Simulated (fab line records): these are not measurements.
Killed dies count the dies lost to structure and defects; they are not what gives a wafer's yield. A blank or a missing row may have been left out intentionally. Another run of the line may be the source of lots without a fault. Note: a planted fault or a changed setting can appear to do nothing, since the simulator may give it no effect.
fab line records ; flow gf180mcu
record lots=5; wafers=23
route steps=602 shown M5@536 V5@552 TOP_METAL@569 PASSIVATION@587
startH: start of the lot's first displayed wafer, in hours after the record's first day ; waitH: hours since the lot's step before ; " unchanged from the row above ; L1.1+2: a single row standing in for several wafers ; - value missing, or start not given ; * or withheld: withheld ; < > ~ a bound
route shown NAME@n: NAME is a module with steps in the file, n the number in the route of the first one ; usual: mean/standard deviation of fault-free wafers ; same: alike in all rows ; chamber/n: place in a boat ; sites: per-site readings ; _std_site: standard deviation across them ; _edge_site: the outer-site mean with the inner-site mean subtracted ; radiusMm: for every site, how far away it sits from the centre of the wafer ; mask NAME#n: copy n ; behind: tool/chamber where the wafer was last shaped ; hold: cause of the lot's hold/its duration in hours/its outcome ; device: which transistor (n, p or np) failed to switch ; end of line: tests run on the same wafers once the route is complete ; a step with no rows: only its recipe ; killed: the dies lost at the first sort to structure and to defects; this is not the yield of the wafer ; map: a wafer's dies, marking killed ones x, the rest . and places with no die _
set.NAME: the run value of the setting; set.NAME@STEP: its run value at that earlier step ; model.NAME: the simulator's own value behind a step, which no gauge read
lots where settings were altered on purpose, with a table for each step and a row for each wafer
## steps
# step GF_M5_METAL_ETCH_10
# recipe chemistry=Cl2/BCl3; maskMaterial=KrF; targetDepthNm=627.5; stopOn=SiO2; pressureMtorr=8; icpW=800; biasW=140; Cl2_flow_sccm=80; bcl3FlowSccm=40; timeS=104.6
lot.wafer;tool;chamber;startH;waitH;set.icpW;set.doseMj@M5_EXPOSE_04;model.M5.cdNm
L076.1;rieMetal-01;1;627.63;0.0;800;28;277.6
L076.2;rieMetal-01;0;627.63;0.0;841.5;28;282
L076.3;rieMetal-01;1;627.63;0.0;800;28;280.6
L076.4;rieMetal-01;0;627.63;0.0;800;28;280.8
L076.5;rieMetal-01;1;627.63;0.0;841.5;28;276.6
L078.2;rieMetal-01;0;642.20;0.0;800;28;281.8
L078.3;rieMetal-01;0;642.20;0.0;894.2;26.04;292
L078.4;rieMetal-01;1;642.20;0.0;800;28;275.8
L078.5;rieMetal-01;0;642.20;0.0;894.2;28;280.9
L078.6;rieMetal-01;1;642.20;0.0;894.2;26.04;289.3
L079.1;rieMetal-01;1;649.71;0.0;800;28;282.1
L079.4;rieMetal-01;1;649.71;0.0;800;28;281.2
L079.5;rieMetal-01;1;649.71;0.0;800;28;279.6
L082.1;rieMetal-03;1;681.00;0.0;800;28;280.7
L082.2;rieMetal-03;0;681.00;0.0;800;28;281.3
L082.3;rieMetal-03;0;681.00;0.0;800;26.15;291.8
L082.5;rieMetal-03;0;681.00;0.0;800;26.15;291.3
L082.6;rieMetal-03;1;681.00;0.0;800;26.15;290.2
L084.1;rieMetal-04;1;683.35;0.0;800;26.84;289.9
L084.2;rieMetal-04;0;683.35;0.0;800;26.84;290.1
L084.4;rieMetal-04;0;683.35;0.0;800;28;283
L084.5;rieMetal-04;1;683.35;0.0;800;28;286.1
L084.6;rieMetal-04;0;683.35;0.0;800;28;284.7
# step GF_V5_PEB_12
# recipe pebTempC=135; pebTimeS=90; resist=KrF
lot.wafer;tool;chamber;startH;waitH;set.pebTimeS
L076.1+3+5;lithoTrack-04;0;-;-;90
L076.2+4;lithoTrack-04;0;-;-;83.73
L078.2+3+4;lithoTrack-03;0;-;-;90
L078.5+6;lithoTrack-03;0;-;-;81
L079.1+4+5;lithoTrack-03;0;-;-;90
L082.1+3+5;lithoTrack-04;0;-;-;98.48
L082.2+6;lithoTrack-04;0;-;-;90
L084.1+5;lithoTrack-01;0;-;-;77.29
L084.2+4+6;lithoTrack-01;0;-;-;90
# step GF_V5_DEVELOP_13
# recipe developTimeS=60; resist=KrF; devTempC=21
# step GF_V5_CD_MEAS_14
# recipe targetCdNm=260
# usual cdNm=260.0/1.1
lot.wafer;tool;chamber;startH;waitH;set.pebTimeS@V5_PEB_12;cdNm
L076.1;cdSem-02;-;648.56;0.1;90;260.2
L076.2;cdSem-02;-;648.56;0.1;83.73;258.8
L076.3;cdSem-02;-;648.56;0.1;90;260.4
L076.4;cdSem-02;-;648.56;0.1;83.73;258.6
L076.5;cdSem-02;-;648.56;0.1;90;261.3
L078.2;cdSem-01;-;663.27;0.1;90;259.5
L078.3;cdSem-01;-;663.27;0.1;90;259.0
L078.4;cdSem-01;-;663.27;0.1;90;258.3
L078.5;cdSem-01;-;663.27;0.1;81;257.3
L078.6;cdSem-01;-;663.27;0.1;81;256.4
L079.1;cdSem-02;-;669.95;0.1;90;261.8
L079.4;cdSem-02;-;669.95;0.1;90;261.1
L079.5;cdSem-02;-;669.95;0.1;90;262.1
L082.1;cdSem-01;-;700.51;0.1;98.48;261.7
L082.2;cdSem-01;-;700.51;0.1;90;260.5
L082.3;cdSem-01;-;700.51;0.1;98.48;262.1
L082.5;cdSem-01;-;700.51;0.1;98.48;261.8
L082.6;cdSem-01;-;700.51;0.1;90;260.6
L084.1;cdSem-02;-;703.72;0.1;77.29;256.2
L084.2;cdSem-02;-;703.72;0.1;90;261.0
L084.4;cdSem-02;-;703.72;0.1;90;260.0
L084.5;cdSem-02;-;703.72;0.1;77.29;256.4
L084.6;cdSem-02;-;703.72;0.1;90;260.3
# step GF_V5_ETCH_16
# recipe chemistry=N2/H2; targetDepthA=withheld; overetchA=withheld; timeS=withheld; target=BARC; ionEnergyEv=200; sourceW=500; biasW=100; pressureMtorr=30; n2FlowSccm=100; h2FlowSccm=200
lot.wafer;tool;chamber;startH;waitH;set.pebTimeS@V5_PEB_12;model.V5.cdNm
L076.1;rieDiel-03;1;648.72;0.0;*;259.6
L076.2;rieDiel-03;2;648.72;0.0;*;258.5
L076.3;rieDiel-03;0;648.72;0.0;*;260
L076.4;rieDiel-03;3;648.72;0.0;*;258.8
L076.5;rieDiel-03;2;648.72;0.0;*;260.8
L078.2;rieDiel-03;3;663.40;0.0;*;259.6
L078.3;rieDiel-03;2;663.40;0.0;*;258.3
L078.4;rieDiel-03;0;663.40;0.0;*;258.5
L078.5;rieDiel-03;2;663.40;0.0;*;257.3
L078.6;rieDiel-03;1;663.40;0.0;*;255.8
L079.1+4;rieDiel-03;2,1;670.10;0.0;*;260.6
L079.5;rieDiel-03;3;670.10;0.0;*;262.1
L082.1;rieDiel-03;3;700.67;0.0;*;261.6
L082.2;rieDiel-03;2;700.67;0.0;*;259.9
L082.3;rieDiel-03;0;700.67;0.0;*;263.1
L082.5;rieDiel-03;1;700.67;0.0;*;261.9
L082.6;rieDiel-03;0;700.67;0.0;*;261
L084.1;rieDiel-04;0;703.87;0.0;*;256.5
L084.2+4;rieDiel-04;2,0;703.87;0.0;*;260.7
L084.5;rieDiel-04;2;703.87;0.0;*;256.2
L084.6;rieDiel-04;1;703.87;0.0;*;258.5
# step GF_V5_ETCH_17
# recipe chemistry=C4F8/O2/Ar; maskMaterial=KrF; target=SiO2; stopOn=TiN; sourceW=1500; biasW=1200; pressureMtorr=40; c4f8FlowSccm=withheld; O2_flow_sccm=6; Ar_flow_sccm=300; timeS=withheld; targetDepthA=8550
lot.wafer;tool;chamber;startH;waitH;set.pebTimeS@V5_PEB_12;model.V5.cdNm
L076.1;rieDiel-03;1;-;-;*;259.8
L076.2;rieDiel-03;2;-;-;*;258.3
L076.3;rieDiel-03;0;-;-;*;260.1
L076.4;rieDiel-03;3;-;-;*;258.5
L076.5;rieDiel-03;2;-;-;*;260.6
L078.2;rieDiel-03;3;-;-;*;259.3
L078.3;rieDiel-03;2;-;-;*;257.8
L078.4;rieDiel-03;0;-;-;*;258.5
L078.5;rieDiel-03;2;-;-;*;256.8
L078.6;rieDiel-03;1;-;-;*;255.9
L079.1;rieDiel-03;2;-;-;*;260.6
L079.4;rieDiel-03;1;-;-;*;260.9
L079.5;rieDiel-03;3;-;-;*;262.1
L082.1;rieDiel-03;3;-;-;*;261.3
L082.2;rieDiel-03;2;-;-;*;260.3
L082.3;rieDiel-03;0;-;-;*;263.5
L082.5;rieDiel-03;1;-;-;*;262.8
L082.6;rieDiel-03;0;-;-;*;261.4
L084.1;rieDiel-04;0;-;-;*;256.3
L084.2;rieDiel-04;2;-;-;*;260.6
L084.4;rieDiel-04;0;-;-;*;260.5
L084.5;rieDiel-04;2;-;-;*;256.2
L084.6;rieDiel-04;1;-;-;*;258.9
# step GF_V5_SPUTTER_21
# recipe material=Ti; targetThkNm=15; chamberPressurePa=5; powerW=2500; substrateTempC=200; timeS=80.02
lot.wafer;tool;chamber;startH;waitH;set.chamberPressurePa;model.Ti_of_V5_SPUTTER_21.thkNm
L076.1;pvdSputter-03;-;649.46;0.0;5;14.95
L076.2;pvdSputter-03;-;649.46;0.0;5;14.9
L076.3;pvdSputter-03;-;649.46;0.0;5;14.92
L076.4;pvdSputter-03;-;649.46;0.0;5;14.75
L076.5;pvdSputter-03;-;649.46;0.0;5;14.86
L078.2;pvdSputter-02;-;664.09;0.0;4.26;17.21
L078.3;pvdSputter-02;-;664.09;0.0;4.26;17.07
L078.4;pvdSputter-02;-;664.09;0.0;4.26;17.42
L078.5;pvdSputter-02;-;664.09;0.0;4.26;17.09
L078.6;pvdSputter-02;-;664.09;0.0;4.26;17.1
L079.1;pvdSputter-02;-;671.13;0.0;5;14.59
L079.4;pvdSputter-02;-;671.13;0.0;5;14.55
L079.5;pvdSputter-02;-;671.13;0.0;5;14.76
L082.1;pvdSputter-03;-;701.36;0.0;5.735;13.45
L082.2;pvdSputter-03;-;701.36;0.0;5.735;13.49
L082.3;pvdSputter-03;-;701.36;0.0;5.735;13.39
L082.5;pvdSputter-03;-;701.36;0.0;5.735;13.44
L082.6;pvdSputter-03;-;701.36;0.0;5.735;13.56
L084.1;pvdSputter-02;-;704.56;0.0;4.546;16.1
L084.2;pvdSputter-02;-;704.56;0.0;4.546;15.87
L084.4;pvdSputter-02;-;704.56;0.0;4.546;16.35
L084.5;pvdSputter-02;-;704.56;0.0;4.546;15.77
L084.6;pvdSputter-02;-;704.56;0.0;4.546;16.3
# step GF_TOP_METAL_SPUTTER_02
# recipe material=AlCu; targetThkNm=900; powerW=10600; chamberPressurePa=0.3; substrateTempC=250; gas=Ar; timeS=47.82
lot.wafer;tool;chamber;startH;waitH;set.timeS;model.AlCu_of_TOP_METAL_SPUTTER_02.thkNm
L076.1;pvdSputter-04;-;650.28;0.0;47.82;923.8
L076.2;pvdSputter-04;-;650.28;0.0;42.93;821.9
L076.3;pvdSputter-04;-;650.28;0.0;42.93;828.6
L076.4;pvdSputter-04;-;650.28;0.0;47.82;914.4
L076.5;pvdSputter-04;-;650.28;0.0;42.93;821.1
L078.2;pvdSputter-03;-;664.91;0.0;47.82;902.2
L078.3;pvdSputter-03;-;664.91;0.0;47.82;897.3
L078.4;pvdSputter-03;-;664.91;0.0;47.82;904.3
L078.5;pvdSputter-03;-;664.91;0.0;47.82;901.6
L078.6;pvdSputter-03;-;664.91;0.0;47.82;907.4
L079.1;pvdSputter-04;-;672.06;0.0;47.82;901.1
L079.4;pvdSputter-04;-;672.06;0.0;47.82;904.4
L079.5;pvdSputter-04;-;672.06;0.0;47.82;901.6
L082.1;pvdSputter-03;-;702.18;0.0;47.82;909.3
L082.2;pvdSputter-03;-;702.18;0.0;47.82;913.4
L082.3;pvdSputter-03;-;702.18;0.0;41.26;780
L082.5;pvdSputter-03;-;702.18;0.0;41.26;795.1
L082.6;pvdSputter-03;-;702.18;0.0;47.82;911.6
L084.1;pvdSputter-04;-;705.38;0.0;53.5;1015
L084.2;pvdSputter-04;-;705.38;0.0;53.5;1019
L084.4;pvdSputter-04;-;705.38;0.0;47.82;912.1
L084.5;pvdSputter-04;-;705.38;0.0;47.82;922
L084.6;pvdSputter-04;-;705.38;0.0;53.5;1011
# step GF_TOP_METAL_SPUTTER_03
# recipe material=Ti; targetThkNm=5; substrateTempC=300; chamberPressurePa=0.3; powerW=3000; timeS=3.3
# step GF_TOP_METAL_SPUTTER_04
# recipe material=TiN; targetThkNm=25; powerW=6500; timeS=20.8; chamberPressurePa=0.4
# step GF_TOP_METAL_RS_MEAS_05
# recipe thkMeasGauge=four-point-probe; reads=TiN_of_TOP_METAL_SPUTTER_04+Ti_of_TOP_METAL_SPUTTER_03+AlCu_of_TOP_METAL_SPUTTER_02+TiN_of_TOP_METAL_SPUTTER_01+Ti_of_TOP_METAL_SPUTTER_00
# usual TOP_METAL_ALCU_RS=0.0325/0.00042
lot.wafer;tool;chamber;startH;waitH;set.timeS@TOP_METAL_SPUTTER_02;TOP_METAL_ALCU_RS[ohm/sq]
L076.1;filmMetro-04;-;650.37;0.0;47.82;0.0318
L076.2;filmMetro-04;-;650.37;0.0;42.93;0.0358
L076.3;filmMetro-04;-;650.37;0.0;42.93;0.0355
L076.4;filmMetro-04;-;650.37;0.0;47.82;0.0322
L076.5;filmMetro-04;-;650.37;0.0;42.93;0.0358
L078.2;filmMetro-02;-;665.02;0.0;47.82;0.0327
L078.3;filmMetro-02;-;665.02;0.0;47.82;0.0328
L078.4;filmMetro-02;-;665.02;0.0;47.82;0.0325
L078.5;filmMetro-02;-;665.02;0.0;47.82;0.0327
L078.6;filmMetro-02;-;665.02;0.0;47.82;0.0325
L079.1;filmMetro-02;-;672.15;0.0;47.82;0.0326
L079.4;filmMetro-02;-;672.15;0.0;47.82;0.0326
L079.5;filmMetro-02;-;672.15;0.0;47.82;0.0327
L082.1;filmMetro-04;-;702.27;0.0;47.82;0.0324
L082.2;filmMetro-04;-;702.27;0.0;47.82;0.0323
L082.3;filmMetro-04;-;702.27;0.0;41.26;0.0378
L082.5;filmMetro-04;-;702.27;0.0;41.26;0.0371
L082.6;filmMetro-04;-;702.27;0.0;47.82;0.0323
L084.1;filmMetro-04;-;705.47;0.0;53.5;0.0290
L084.2;filmMetro-04;-;705.47;0.0;53.5;0.0288
L084.4;filmMetro-04;-;705.47;0.0;47.82;0.0323
L084.5;filmMetro-04;-;705.47;0.0;47.82;0.0319
L084.6;filmMetro-04;-;705.47;0.0;53.5;0.0291
# step GF_TOP_METAL_THK_MEAS_06
# recipe thkMeasGauge=xrf; reads=AlCu_of_TOP_METAL_SPUTTER_02
# usual TOP_METAL_ALCU_THK=909/11
lot.wafer;tool;chamber;startH;waitH;set.timeS@TOP_METAL_SPUTTER_02;TOP_METAL_ALCU_THK[nm]
L076.1;filmMetro-04;-;650.49;0.1;47.82;928
L076.2;filmMetro-04;-;650.49;0.1;42.93;824
L076.3;filmMetro-04;-;650.49;0.1;42.93;830
L076.4;filmMetro-04;-;650.49;0.1;47.82;916
L076.5;filmMetro-04;-;650.49;0.1;42.93;818
L078.2;filmMetro-02;-;665.13;0.1;47.82;911
L078.3;filmMetro-02;-;665.13;0.1;47.82;899
L078.4;filmMetro-02;-;665.13;0.1;47.82;912
L078.5;filmMetro-02;-;665.13;0.1;47.82;911
L078.6;filmMetro-02;-;665.13;0.1;47.82;919
L079.1;filmMetro-02;-;672.27;0.1;47.82;909
L079.4;filmMetro-02;-;672.27;0.1;47.82;910
L079.5;filmMetro-02;-;672.27;0.1;47.82;907
L082.1;filmMetro-04;-;702.39;0.1;47.82;909
L082.2;filmMetro-04;-;702.39;0.1;47.82;910
L082.3;filmMetro-04;-;702.39;0.1;41.26;779
L082.5;filmMetro-04;-;702.39;0.1;41.26;790
L082.6;filmMetro-04;-;702.39;0.1;47.82;906
L084.1;filmMetro-04;-;705.59;0.1;53.5;1015
L084.2;filmMetro-04;-;705.59;0.1;53.5;1015
L084.4;filmMetro-04;-;705.59;0.1;47.82;909
L084.5;filmMetro-04;-;705.59;0.1;47.82;924
L084.6;filmMetro-04;-;705.59;0.1;53.5;1005
# step GF_TOP_METAL_DEVELOP_13
# recipe developTimeS=60; devTempC=23
lot.wafer;tool;chamber;startH;waitH;set.devTempC
L076.1+2;lithoTrack-02;0;668.64;0.1;20.07
L076.3+4+5;lithoTrack-02;0;668.64;0.1;23
L078.2+3+4+5+6;lithoTrack-02;0;683.66;0.1;23
L079.1+4+5;lithoTrack-02;0;690.74;0.1;23
L082.1+3;lithoTrack-03;0;720.25;0.1;23
L082.2+5+6;lithoTrack-03;0;720.25;0.1;19.77
L084.1+4+6;lithoTrack-02;0;723.13;0.1;20.22
L084.2+5;lithoTrack-02;0;723.13;0.1;23
# step GF_TOP_METAL_CD_MEAS_14
# recipe targetCdNm=440
# usual cdNm=440.2/2.2
lot.wafer;tool;chamber;startH;waitH;set.devTempC@TOP_METAL_DEVELOP_13;cdNm
L076.1;cdSem-02;-;668.79;0.1;20.07;432.8
L076.2;cdSem-02;-;668.79;0.1;20.07;432.8
L076.3;cdSem-02;-;668.79;0.1;23;440.1
L076.4;cdSem-02;-;668.79;0.1;23;441.1
L076.5;cdSem-02;-;668.79;0.1;23;439.7
L078.2;cdSem-01;-;683.81;0.1;23;445.3
L078.3;cdSem-01;-;683.81;0.1;23;443.9
L078.4;cdSem-01;-;683.81;0.1;23;443.9
L078.5;cdSem-01;-;683.81;0.1;23;442.9
L078.6;cdSem-01;-;683.81;0.1;23;445.7
L079.1;cdSem-02;-;690.89;0.1;23;436.4
L079.4;cdSem-02;-;690.89;0.1;23;440.5
L079.5;cdSem-02;-;690.89;0.1;23;438.7
L082.1;cdSem-01;-;720.40;0.1;23;441.4
L082.2;cdSem-01;-;720.40;0.1;19.77;434.7
L082.3;cdSem-01;-;720.40;0.1;23;441.5
L082.5;cdSem-01;-;720.40;0.1;19.77;434.5
L082.6;cdSem-01;-;720.40;0.1;19.77;437.0
L084.1;cdSem-02;-;723.28;0.1;20.22;431.9
L084.2;cdSem-02;-;723.28;0.1;23;436.2
L084.4;cdSem-02;-;723.28;0.1;20.22;432.4
L084.5;cdSem-02;-;723.28;0.1;23;437.8
L084.6;cdSem-02;-;723.28;0.1;20.22;431.7
# step GF_TOP_METAL_METAL_ETCH_16
# recipe chemistry=Cl2/BCl3; maskMaterial=NOVOLAK; targetDepthNm=1077.5; stopOn=SiO2; pressureMtorr=8; icpW=800; biasW=140; Cl2_flow_sccm=80; bcl3FlowSccm=40; timeS=179.6
# usual oesProductAu=0.968/0.0082
lot.wafer;tool;chamber;startH;waitH;set.timeS@TOP_METAL_SPUTTER_02;oesProductAu
L076.1;rieMetal-02;1;668.94;0.0;47.82;0.987
L076.2;rieMetal-02;0;668.94;0.0;42.93;0.918
L076.3;rieMetal-02;1;668.94;0.0;42.93;0.923
L076.4;rieMetal-02;0;668.94;0.0;47.82;0.973
L076.5;rieMetal-02;1;668.94;0.0;42.93;0.924
L078.2;rieMetal-03;1;683.94;0.0;47.82;0.960
L078.3;rieMetal-03;1;683.94;0.0;47.82;0.964
L078.4;rieMetal-03;0;683.94;0.0;47.82;0.970
L078.5;rieMetal-03;0;683.94;0.0;47.82;0.961
L078.6;rieMetal-03;1;683.94;0.0;47.82;0.975
L079.1;rieMetal-01;0;691.04;0.0;47.82;0.961
L079.4;rieMetal-01;0;691.04;0.0;47.82;0.959
L079.5;rieMetal-01;0;691.04;0.0;47.82;0.959
L082.1;rieMetal-01;0;720.55;0.0;47.82;0.966
L082.2;rieMetal-01;1;720.55;0.0;47.82;0.967
L082.3;rieMetal-01;1;720.55;0.0;41.26;0.892
L082.5;rieMetal-01;0;720.55;0.0;41.26;0.905
L082.6;rieMetal-01;1;720.55;0.0;47.82;0.974
L084.1;rieMetal-02;0;723.44;0.0;53.5;0.983
L084.2;rieMetal-02;1;723.44;0.0;53.5;0.995
L084.4;rieMetal-02;1;723.44;0.0;47.82;0.976
L084.5;rieMetal-02;0;723.44;0.0;47.82;0.985
L084.6;rieMetal-02;1;723.44;0.0;53.5;1.000
# step GF_PASSIVATION_CVD_00
# recipe material=SiO2; targetThkNm=1000; precursor=TEOS; tempC=400; timeS=111.95; rfW=600
lot.wafer;tool;chamber;startH;waitH;set.timeS;model.SiO2_of_PASSIVATION_CVD_00.thkNm
L076.1;pecvd-02;1;669.65;0.0;111.95;977.4
L076.2;pecvd-02;2;669.65;0.0;111.95;991.8
L076.3;pecvd-02;0;669.65;0.0;111.95;998.7
L076.4;pecvd-02;1;669.65;0.0;111.95;1001
L076.5;pecvd-02;0;669.65;0.0;111.95;999.8
L078.2;pecvd-04;0;684.66;0.0;95.61;822.5
L078.3;pecvd-04;2;684.66;0.0;95.61;848.4
L078.4;pecvd-04;2;684.66;0.0;111.95;1001
L078.5;pecvd-04;1;684.66;0.0;111.95;988
L078.6;pecvd-04;0;684.66;0.0;111.95;978.4
L079.1;pecvd-04;2;691.76;0.0;111.95;996.4
L079.4;pecvd-04;2;691.76;0.0;111.95;1011
L079.5;pecvd-04;0;691.76;0.0;111.95;997.4
L082.1;pecvd-04;0;721.26;0.0;107.6;930.1
L082.2;pecvd-04;2;721.26;0.0;111.95;990.2
L082.3;pecvd-04;1;721.26;0.0;111.95;981.4
L082.5;pecvd-04;1;721.26;0.0;107.6;958.8
L082.6;pecvd-04;0;721.26;0.0;107.6;951
L084.1;pecvd-04;1;724.15;0.0;111.95;974.3
L084.2;pecvd-04;2;724.15;0.0;111.95;993.6
L084.4+5;pecvd-04;2,1;724.15;0.0;111.95;1001
L084.6;pecvd-04;0;724.15;0.0;111.95;984.7
# step GF_PASSIVATION_THK_MEAS_01
# recipe reads=SiO2_of_PASSIVATION_CVD_00
# usual PASSIVATION_CVD_00_THK=991/12
lot.wafer;tool;chamber;startH;waitH;set.timeS@PASSIVATION_CVD_00;PASSIVATION_CVD_00_THK[nm]
L076.1;filmMetro-02;-;669.73;0.0;111.95;978
L076.2;filmMetro-02;-;669.73;0.0;111.95;992
L076.3;filmMetro-02;-;669.73;0.0;111.95;998
L076.4;filmMetro-02;-;669.73;0.0;111.95;1001
L076.5;filmMetro-02;-;669.73;0.0;111.95;1000
L078.2;filmMetro-01;-;684.75;0.0;95.61;822
L078.3;filmMetro-01;-;684.75;0.0;95.61;849
L078.4;filmMetro-01;-;684.75;0.0;111.95;1002
L078.5;filmMetro-01;-;684.75;0.0;111.95;988
L078.6;filmMetro-01;-;684.75;0.0;111.95;978
L079.1;filmMetro-04;-;691.84;0.0;111.95;997
L079.4;filmMetro-04;-;691.84;0.0;111.95;1010
L079.5;filmMetro-04;-;691.84;0.0;111.95;998
L082.1;filmMetro-02;-;721.34;0.0;107.6;930
L082.2;filmMetro-02;-;721.34;0.0;111.95;991
L082.3;filmMetro-02;-;721.34;0.0;111.95;981
L082.5;filmMetro-02;-;721.34;0.0;107.6;959
L082.6;filmMetro-02;-;721.34;0.0;107.6;951
L084.1;filmMetro-04;-;724.23;0.0;111.95;975
L084.2;filmMetro-04;-;724.23;0.0;111.95;993
L084.4;filmMetro-04;-;724.23;0.0;111.95;1001
L084.5;filmMetro-04;-;724.23;0.0;111.95;1001
L084.6;filmMetro-04;-;724.23;0.0;111.95;985
## key
split step=GF_M5_METAL_ETCH_10; setting=icpW; stated=800; by=wafer
response none clear
split step=GF_V5_PEB_12; setting=pebTimeS; stated=90; by=wafer
response step=GF_V5_CD_MEAS_14; reading=cdNm; change=+0.241; per=1%; r=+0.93
response step=GF_V5_ETCH_16; reading=model.V5.cdNm; change=+0.229; per=1%; r=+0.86
response step=GF_V5_ETCH_17; reading=model.V5.cdNm; change=+0.236; per=1%; r=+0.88
split step=GF_V5_SPUTTER_21; setting=chamberPressurePa; stated=5; by=lot
response step=GF_V5_SPUTTER_21; reading=model.Ti_of_V5_SPUTTER_21.thkNm; change=-0.124; per=1%; r=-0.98
split step=GF_TOP_METAL_SPUTTER_02; setting=timeS; stated=47.82; by=wafer
response step=GF_TOP_METAL_SPUTTER_02; reading=model.AlCu_of_TOP_METAL_SPUTTER_02.thkNm; change=+8.85; per=1%; r=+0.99
response step=GF_TOP_METAL_RS_MEAS_05; reading=TOP_METAL_ALCU_RS; change=-0.000334; per=1%; r=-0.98
response step=GF_TOP_METAL_THK_MEAS_06; reading=TOP_METAL_ALCU_THK; change=+8.83; per=1%; r=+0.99
response step=GF_TOP_METAL_METAL_ETCH_16; reading=oesProductAu; change=+0.00395; per=1%; r=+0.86
split step=GF_TOP_METAL_DEVELOP_13; setting=devTempC; stated=23; by=wafer
response step=GF_TOP_METAL_CD_MEAS_14; reading=cdNm; change=+0.476; per=1%; r=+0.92
split step=GF_PASSIVATION_CVD_00; setting=timeS; stated=111.95; by=wafer
response step=GF_PASSIVATION_CVD_00; reading=model.SiO2_of_PASSIVATION_CVD_00.thkNm; change=+10.5; per=1%; r=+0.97
response step=GF_PASSIVATION_THK_MEAS_01; reading=PASSIVATION_CVD_00_THK; change=+10.5; per=1%; r=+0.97
split outsideThisFile step=GF_M5_EXPOSE_04 setting=doseMj
# split outsideThisFile: this setting was split too, and the file shows its column; the key of that split is in another file
